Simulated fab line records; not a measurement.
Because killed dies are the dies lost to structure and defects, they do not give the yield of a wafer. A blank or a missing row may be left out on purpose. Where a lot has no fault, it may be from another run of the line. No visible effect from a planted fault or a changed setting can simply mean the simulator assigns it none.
Struck lot and sound lot, side by side | flow sky130 | 14 steps out of a route of 708
Sound: wafers L198.1, L198.4, L198.5. Wafers L189.2, L189.5, L189.6 were the ones struck. The cause is named last.
Per side, at each step with rows, come the tool, then ch with its chambers, and then its first start. Under that, the readings that differ: sound wafers | struck wafers | difference of the means | sigmas: that difference in standard deviations of wafers without a fault.
alike: words and numbers the same on both sides, and readings whose means are apart by under 2 such deviations; not compared: readings that were withheld, readings missing a value for some wafer, numbers with overlapping values and no deviation given by the record, and bounds like >300 which may hide the same value.
The two part at a step that has a row with sigmas, a row that says differs or no value, or rows on one side only. Numbers that don't overlap but have no deviation are shown without sigmas and don't part them. A reading that every wafer of one side lacks parts them only if that side has two wafers or more.

first, 4 steps without rows for these wafers: SKY_VIA3_SOFTBAKE_08 (time 90 s); SKY_VIA3_EXPOSE_09 (exposes mask VIM3, target cd 200 nm); SKY_VIA3_PEB_10; SKY_VIA3_DEVELOP_11 (develop time 60 s).
SKY_VIA3_CD_MEAS_12 targets a cd of 200 nm.
  sound on cd sem-01 at day 45 16:44; struck on cd sem-02 at day 43 17:54
  alike: cd nm
SKY_VIA3_OVL_MEAS_13:
  sound on overlay-02 at day 45 16:51; struck on overlay-01 at day 43 18:01
  alike: VIA3_OVL
SKY_VIA3_ETCH_14: etches BARC in N2/H2, stops on SiO2, time 45.9 s, target depth 60 nm.
  sound on rie diel-02 ch 1,3, day 45 16:53; struck on rie diel-03 ch 1,2,3, day 43 18:02
  alike: drypump motor current A, n2 flow sccm, oes product au, throttle valve pct
  not compared: rf hours counter h
SKY_VIA3_ETCH_15: etches SiO2 in C4F8/O2/Ar, stops on TiN, target depth 507 nm, time 78 s.
  sound on rie diel-02 ch 1,3, day 45 16:56; struck on rie diel-03 ch 1,2,3, day 43 18:05
  alike: oes product au
  not compared: rf hours counter h
SKY_VIA3_STRIP_16: strips in O2/N2.
  sound on plasma asher-01 ch 0,1, day 45 16:59; struck on plasma asher-04 ch 0,1, day 43 18:08
  reading                     | sound       | struck      | difference | sigmas
  drypump motor current A (A) | 5.7 5.6 5.9 | 4.7 5.3 4.7 | -0.8       | -3
  alike: n2 flow sccm, oes product au, strip time to endpoint s
  not compared: rf hours counter h
then, 3 steps without rows for these wafers: SKY_VIA3_STRIP_17 (strips in post etch residue remover, time 1200 s); SKY_VIA3_CLEAN_18 (cleans in IPA, time 180 s); SKY_VIA3_CLEAN_19 (cleans in O3/DIW).
SKY_VIA3_SPUTTER_20: material TiN, target thk 20 nm, time 80 s.
  sound on pvd sputter-01 at day 45 17:35; struck on pvd sputter-02 at day 43 18:44
  no value came back on the struck wafers for cathode dc power W (W), chamber pressure pa (Pa), throttle valve pct (%), time s (s); on the sound wafers cathode dc power W (W) reads 3998.9 3999.1 3999.9
SKY_VIA3_CVD_21: deposits W, target thk 390 nm, time 117.31 s.
  sound on cvd w-01 ch 0, day 45 17:39; struck on cvd w-01 ch 0,1, day 43 18:47
  alike: heater power w
  not compared: since wet clean h

WHERE THEY PART
Earliest at SKY_VIA3_STRIP_16; latest, in this record, at SKY_VIA3_SPUTTER_20. Later steps at which nothing parts them and some readings are alike: SKY_VIA3_CVD_21.

WHY: what had been put in by the simulator
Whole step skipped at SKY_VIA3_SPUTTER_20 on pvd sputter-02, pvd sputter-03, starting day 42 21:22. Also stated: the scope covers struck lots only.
